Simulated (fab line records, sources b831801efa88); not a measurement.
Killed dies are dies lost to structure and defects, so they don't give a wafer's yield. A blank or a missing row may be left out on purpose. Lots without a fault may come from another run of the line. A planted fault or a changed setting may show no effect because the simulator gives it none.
One fault seen from 2 desks | flow gf180mcu | each desk has only its own numbers; what lay behind them comes last

THE METROLOGY DESK
What the gauges read, lot by lot, whatever tool the lot ran on: means of the sampled wafers that have a number. A lot is out of limits, marked OUT, if its mean lies more than 4 standard deviations from the usual mean; the brackets give that distance.
Columns: A = cd_nm at GF_V3_CD_MEAS_14, usual 259.9 nm; B = V3_OVL at GF_V3_OVL_MEAS_15, usual -2 nm; C = cd_nm at GF_M4_CD_MEAS_14, usual 280.0 nm
lot  | first seen here | A     | B  | C
L978 | day 22 14:10    | 260.9 | -4 | 280.0
L980 | day 23 18:48    | 261.5 | -5 | 279.0
L983 | day 24 16:29    | 261.9 | -1 | 280.8
L985 | day 25 03:46    | 257.8 | -5 | 279.6
L984 | day 25 04:20    | 260.4 | -3 | 279.1
L986 | day 25 10:41    | 259.0 | -4 | 280.6
L988 | day 26 03:43    | 261.1 | -1 | 281.3
L989 | day 26 14:39    | 260.9 | -2 | 280.6
L990 | day 26 19:18    | 260.0 | -3 | 291.9 (+13) OUT
L991 | day 27 03:33    | 259.2 | 1  | 289.9 (+11) OUT
L993 | day 27 10:36    | 260.3 | -7 | 279.0
L100 | day 29 13:09    | 259.7 | -1 | 279.8
This desk's finding: out of limits on L990, L991; first on L990, day 27 17:17 (cd_nm at GF_M4_CD_MEAS_14). In limits: L978, L980, L983, L985, L984, L986, L988, L989, L993, L100.

THE TOOL OWNER'S DESK: litho_track-02
The tool's own readings at GF_M4_PEB_12 (peb time 90 s): means of the sampled wafers that have a number, for each lot that ran on this tool. A lot is out of limits, marked OUT, if its mean lies more than 4 standard deviations from the usual mean; the brackets give that distance.
Columns: A = heater_power_total_W at GF_M4_PEB_12, usual 85.69 W
lot  | first seen here | A
L980 | day 24 17:44    | 85.72
L984 | day 26 02:56    | 85.73
L986 | day 26 09:02    | 85.71
L988 | day 27 02:46    | 85.70
L990 | day 27 16:56    | 97.26 (+99 or more) OUT
L991 | day 28 01:17    | 97.20 (+99 or more) OUT
This desk's finding: out of limits on L990, L991; first on L990, day 27 16:56 (heater_power_total_W at GF_M4_PEB_12). In limits: L980, L984, L986, L988.

PUT TOGETHER
The tool owner's desk could have raised an alarm at day 27 16:56, on L990, L991.
The metrology desk could have raised an alarm at day 27 17:17, on L990, L991.
Of the lots named, all ran GF_M4_PEB_12 on litho_track-02.

WHAT THE SIMULATOR HAD PUT IN
Process parameter drift: litho_track-02, from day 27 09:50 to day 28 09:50, at GF_M4_PEB_12. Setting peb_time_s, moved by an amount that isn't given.
Lots struck among those shown: L990, L991.
Hours from the fault's start to each desk's first reading out of limits: the tool owner's desk, 7; the metrology desk, 7.
